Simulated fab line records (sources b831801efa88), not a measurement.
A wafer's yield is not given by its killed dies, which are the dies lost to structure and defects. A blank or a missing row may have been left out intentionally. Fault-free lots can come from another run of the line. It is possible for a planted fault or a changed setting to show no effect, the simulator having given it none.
2 desks, one fault / flow gf180mcu / every desk sees just its own numbers, and what lay behind them comes last

== FOR THE TOOL OWNER'S DESK: plasma-asher-01 ==
The tool's own readings at GF_HV_LDD_STRIP_22 (strips in O2/N2): means of the sampled wafers that have a number, for each lot that ran on this tool. A lot is out of limits, marked OUT, if its mean lies more than 4 standard deviations from the usual mean; the brackets give that distance.
Columns: A = chamber-pressure-mTorr at GF_HV_LDD_STRIP_22, usual 1499.9 mTorr; B = drypump-motor-current-A at GF_HV_LDD_STRIP_22, usual 5.5 A; C = heater-power-w at GF_HV_LDD_STRIP_22, usual 341 W; D = oes-product-au at GF_HV_LDD_STRIP_22, usual 0.716 a.u.; E = platen-temp-c at GF_HV_LDD_STRIP_22, usual 249.99 C; F = strip-time-to-endpoint-s at GF_HV_LDD_STRIP_22, usual 12.65 s
lot=L428; first seen here=day 11 15:10; A=1499.4; B=5.2; C=332; D=0.720; E=250.02; F=12.64
lot=L429; first seen here=day 11 15:49; A=1499.8; B=5.5; C=344; D=0.713; E=250.07; F=12.67
lot=L430; first seen here=day 12 11:31; A=1500.2; B=5.2; C=333; D=0.942 (+48) OUT; E=250.07; F=-
lot=L441; first seen here=day 15 21:05; A=1500.4; B=5.5; C=350; D=0.714; E=249.95; F=12.74
lot=L447; first seen here=day 17 10:46; A=1499.7; B=5.2; C=335; D=0.712; E=249.97; F=12.57
This desk's verdict: out of limits on L430, starting with L430 at day 12 11:31 (oes-product-au at GF_HV_LDD_STRIP_22). L428, L429, L441, L447 stayed within limits.

== METROLOGY DESK ==
Means of the sampled wafers that have a number, per lot and without regard to the tool the lot ran on: this is what the gauges read. A lot is out of limits, marked OUT, if its mean lies more than 4 standard deviations from the usual mean; the brackets give that distance.
Columns: A = HV_LDD_02_OVL at GF_HV_LDD_OVL_MEAS_32, usual -0.6 nm; B = HV_LDD_3_TW at GF_HV_LDD_TW_MEAS_38, usual 1434
lot=L427; first seen here=day 11 23:02; A=-1.9; B=1433
lot=L428; first seen here=day 12 10:08; A=-0.6; B=1437
lot=L429; first seen here=day 12 11:21; A=-1.8; B=1416
lot=L430; first seen here=day 13 07:35; A=0.2; B=1434
lot=L438; first seen here=day 15 10:43; A=-3.2; B=1430
lot=L439; first seen here=day 16 01:04; A=0.0; B=1435
lot=L440; first seen here=day 16 09:56; A=-1.6; B=1448
lot=L441; first seen here=day 16 19:08; A=2.2; B=1450
lot=L444; first seen here=day 17 13:55; A=-0.4; B=1418
lot=L445; first seen here=day 17 21:08; A=-0.8; B=1421
lot=L446; first seen here=day 18 09:50; A=-1.1; B=1431
lot=L447; first seen here=day 18 10:02; A=0.2; B=1421
lot=L449; first seen here=day 19 02:05; A=-1.4; B=1448
Result from this desk: across the 13 lots, nothing is out of limits.

== PUT TOGETHER ==
The tool owner's desk had the chance to raise an alarm at day 12 11:31 on L430.
Nothing out of limits was seen by the metrology desk.
The metrology desk holds a record of L430, inside its limits.
Of the lots named, all ran GF_HV_LDD_STRIP_22 on plasma-asher-01.

== WHAT THE SIMULATOR PUT IN ==
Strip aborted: plasma-asher-01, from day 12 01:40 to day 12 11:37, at GF_HV_LDD_STRIP_22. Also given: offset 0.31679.
Struck lots among those shown: L430.
Each desk's first reading out of limits, in hours after the fault started: the tool owner's desk, 10.
